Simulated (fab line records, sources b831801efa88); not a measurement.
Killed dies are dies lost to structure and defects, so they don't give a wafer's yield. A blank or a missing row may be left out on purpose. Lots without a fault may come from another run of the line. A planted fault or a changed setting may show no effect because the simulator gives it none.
One fault seen from 2 desks | flow sky130 | each desk has only its own numbers; what lay behind them comes last

THE TOOL OWNER'S DESK: hdpcvd-02
The tool's own readings at SKY_CONTACT_HDPCVD_02 (deposits SiO2, target thk 565 nm, time 94.2 s): means of the sampled wafers that have a number, for each lot that ran on this tool. A lot is out of limits, marked OUT, if its mean lies more than 4 standard deviations from the usual mean; the brackets give that distance.
Columns: A = sih4_flow_sccm at SKY_CONTACT_HDPCVD_02, usual 59.98 sccm
lot  | first seen here | A
L710 | day 32 04:55    | 71.80 (+70) OUT
L709 | day 32 05:55    | 72.04 (+71) OUT
L719 | day 35 20:48    | 60.05
L722 | day 36 15:07    | 59.94
L724 | day 36 22:04    | 60.03
This desk's finding: out of limits on L709, L710; first on L710, day 32 04:55 (sih4_flow_sccm at SKY_CONTACT_HDPCVD_02). In limits: L719, L722, L724.

THE METROLOGY DESK
What the gauges read, lot by lot, whatever tool the lot ran on: means of the sampled wafers that have a number. A lot is out of limits, marked OUT, if its mean lies more than 4 standard deviations from the usual mean; the brackets give that distance.
Columns: A = CONTACT_HDPCVD_THK at SKY_CONTACT_THK_MEAS_03, usual 569 nm; B = cd_nm at SKY_CONTACT_CD_MEAS_14, usual 169.9 nm
lot  | first seen here | A             | B
L710 | day 32 04:59    | 685 (+16) OUT | 168.7
L709 | day 32 05:59    | 685 (+16) OUT | 170.9
L716 | day 34 12:11    | 563           | 169.7
L718 | day 35 06:43    | 564           | 171.6
L719 | day 35 20:53    | 571           | 168.4
L721 | day 36 12:40    | 567           | 165.4
L720 | day 36 14:26    | 561           | 170.0
L722 | day 36 15:11    | 581           | 171.1
L724 | day 36 22:09    | 572           | 170.8
L725 | day 37 12:40    | 560           | 170.9
L727 | day 37 20:15    | 568           | 169.0
This desk's finding: out of limits on L709, L710; first on L710, day 32 04:59 (CONTACT_HDPCVD_THK at SKY_CONTACT_THK_MEAS_03). In limits: L716, L718, L719, L721, L720, L722, L724, L725, L727.

PUT TOGETHER
The tool owner's desk could have raised an alarm at day 32 04:55, on L709, L710.
The metrology desk could have raised an alarm at day 32 04:59, on L709, L710.
Of the lots named, all ran SKY_CONTACT_HDPCVD_02 on hdpcvd-02.

WHAT THE SIMULATOR HAD PUT IN
Process parameter drift: hdpcvd-02, from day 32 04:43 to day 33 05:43, at SKY_CONTACT_HDPCVD_02. Setting sih4_flow_sccm, moved by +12, from 60. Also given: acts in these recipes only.
Lots struck among those shown: L709, L710.
Hours from the fault's start to each desk's first reading out of limits: the tool owner's desk, 0; the metrology desk, 0.
